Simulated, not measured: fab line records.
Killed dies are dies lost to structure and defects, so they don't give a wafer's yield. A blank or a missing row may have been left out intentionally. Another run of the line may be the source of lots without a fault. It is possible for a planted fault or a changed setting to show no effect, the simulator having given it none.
A struck lot beside a sound one | flow sky130 | 35 out of 708 route steps
Sound: the wafers L978.3, L978.4, L978.5. Struck: wafer L984.5. (L984.1, L984.4 of the same lot were not struck and are left out.) The cause comes at the end.
Per side, at each step with rows, come the tool, then ch with its chambers, and then its first start. Under that, the readings that differ: sound wafers | struck wafers | difference of the means | sigmas: that difference in standard deviations of wafers without a fault.
alike: readings with means less than 2 such deviations apart, plus words and numbers identical on both sides. not compared: withheld readings, readings lacking a value on some wafer, bounds such as >300 that could conceal the same value, and numbers that have no deviation in the record and whose values overlap.
The two part at a step that has a row with sigmas, a row that says differs or no value, or rows on one side only. Numbers that don't overlap but have no deviation are shown without sigmas and don't part them. A reading missing from all wafers of one side parts the sides only when that side holds two or more wafers.

first, 9 steps without rows for these wafers: SKY_METAL2_DEVELOP_14 (develop time 60 s); SKY_METAL2_DESCUM_17 (chemistry O2, time 8 s); SKY_METAL2_ETCH_18 (etches BARC in N2/H2, stops on SiO2, time 45.9 s, target depth 60 nm); SKY_METAL2_METAL_ETCH_19 (etches the open film in Cl2/BCl3, stops on SiO2, target depth 360 nm, time 78 s); SKY_METAL2_STRIP_20 (strips in O2/N2); SKY_METAL2_STRIP_21 (strips in post etch residue remover, time 1200 s); SKY_METAL2_CLEAN_22 (cleans in IPA, time 180 s); SKY_METAL2_CLEAN_23 (cleans in O3/DIW); SKY_VIA2_HDPCVD_00 (deposits SiO2, target thk 1180 nm, time 196.7 s).
SKY_VIA2_CMP_02: polishes SiO2.
  sound on cmp-01 ch 1,2, day 37 21:00; struck on cmp-01 ch 0, day 39 15:26
reading                                 | sound             | struck | difference | sigmas
model.SiO2_of_VIA2_HDPCVD_00.thkNm (nm) | 494.8 494.5 494.4 | 618.1  | +123.5     | 
  alike: motorCurrentA
then, 9 steps without rows for these wafers: SKY_VIA2_DEHYDRATE_04 (time 60 s); SKY_VIA2_HMDS_05 (prime time 60 s); SKY_VIA2_COAT_06 (resist thk 60 nm); SKY_VIA2_COAT_07 (resist thk 450 nm); SKY_VIA2_SOFTBAKE_08 (time 90 s); SKY_VIA2_EXPOSE_09 (exposes mask VIM2, target cd 200 nm); SKY_VIA2_PEB_10; SKY_VIA2_DEVELOP_11 (develop time 60 s); SKY_VIA2_ETCH_14 (etches BARC in N2/H2, stops on SiO2, time 45.9 s, target depth 60 nm).
SKY_VIA2_ETCH_15: etches SiO2 in C4F8/O2/Ar, stops on TiN, target depth 546 nm, time 84 s.
  sound on rieDiel-04 ch 0,2,3, day 38 22:29; struck on rieDiel-04 ch 2, day 40 16:16
reading                        | sound             | struck | difference | sigmas
oesProductAu (a.u.)            | 0.947 0.941 0.938 | 1.010  | +0.068     | +15
model.etch.depthNm (nm)        | 494.8 494.5 494.4 | 558.1  | +63.5      | 
model.VIA2.featureDepthNm (nm) | 494.8 494.5 494.4 | 558.1  | +63.5      | 
then, 13 steps without rows for these wafers: SKY_VIA2_STRIP_16 (strips in O2/N2); SKY_VIA2_STRIP_17 (strips in post etch residue remover, time 1200 s); SKY_VIA2_CLEAN_18 (cleans in IPA, time 180 s); SKY_VIA2_CLEAN_19 (cleans in O3/DIW); SKY_VIA2_SPUTTER_20 (material TiN, target thk 20 nm, time 80 s); SKY_VIA2_CVD_21 (deposits W, target thk 420 nm, time 126.4 s); SKY_VIA2_CMP_24 (polishes, stops on SiO2, t overpolish 20 s, target thk 0 nm); SKY_METAL3_SPUTTER_00 (material Ti, target thk 15 nm, time 10 s); SKY_METAL3_SPUTTER_01 (material TiN, target thk 20 nm, time 16.7 s); SKY_METAL3_SPUTTER_02 (material AlCu, target thk 735 nm, time 39.1 s); SKY_METAL3_SPUTTER_03 (material Ti, target thk 5 nm, time 3.3 s); SKY_METAL3_SPUTTER_04 (material TiN, target thk 70 nm, time 58.3 s); SKY_CAPM_CVD_00 (deposits SiO2, target thk 15.5 nm).
-- the record jumps here: 2 days lie between the struck wafers' starts before and after (it left off in module CAPM and takes up again in module METAL3, whose first step shown is number 532 of the route) --
SKY_METAL3_METAL_ETCH_18: etches the open film in Cl2/BCl3, stops on SiO2, target depth 845 nm, time 183.1 s.
  sound on rieMetal-01 ch 0,1, day 41 03:14; struck on rieMetal-02 ch 1, day 42 20:04
reading                                 | sound             | struck | difference | sigmas
drypumpMotorCurrentA (A)                | 5.7 5.3 5.3       | 6.2    | +0.8       | +2
model.SiO2_of_VIA2_HDPCVD_00.thkNm (nm) | 465.3 464.6 464.4 | 587.1  | +122.3     | 
  alike: oesProductAu, throttleValvePct
  not compared: rfHoursCounterH
-- the record jumps here: 6 days lie between the struck wafers' starts before and after (it left off in module METAL3 and takes up again in module PAD_OPEN, whose first step shown is number 708 of the route) --
SKY_PAD_OPEN_PROBE_99:
  sound: prober-02 at day 47 22:15; struck: prober-02 at day 49 05:19
reading                               | sound             | struck | difference | sigmas
killedAtContacts                      | 16 15 23          | 29     | +11        | +2
killedAtOther                         | 0 0 0             | 2      | +2         | +3
model.etest.tester.sortNPass          | 411 412 398       | 0      | -407       | 
model.etest.tester.sort_bin_5_pct (%) | 9.553 8.13 12.4   | 92.07  | +82.04     | 
model.etest.tester.sortYieldPct (%)   | 83.54 83.74 80.89 | 0      | -83        | 
model.etest.resPdiff.open             | 0 0 0             | 1      | +1         | 
model.etest.fieldP.open               | 0 0 0             | 1      | +1         | 
model.etest.capLiToPoly.open          | 0 0 0             | 1      | +1         | 
model.etest.resPwellUnderGate.open    | 0 0 0             | 1      | +1         | 
model.etest.sramNfetPass.underFloor   | 0 0 0             | 1      | +1         | 
  alike: defectLimitedYield, killed_at_M0_to_M3, killed_at_M4_up, killedAtFrontEnd, killedDies, killedOpen, killedShort

== WHERE THEY PART ==
Earliest at SKY_VIA2_ETCH_15; latest, in this record, at SKY_PAD_OPEN_PROBE_99.

WHY: the cause the simulator had injected
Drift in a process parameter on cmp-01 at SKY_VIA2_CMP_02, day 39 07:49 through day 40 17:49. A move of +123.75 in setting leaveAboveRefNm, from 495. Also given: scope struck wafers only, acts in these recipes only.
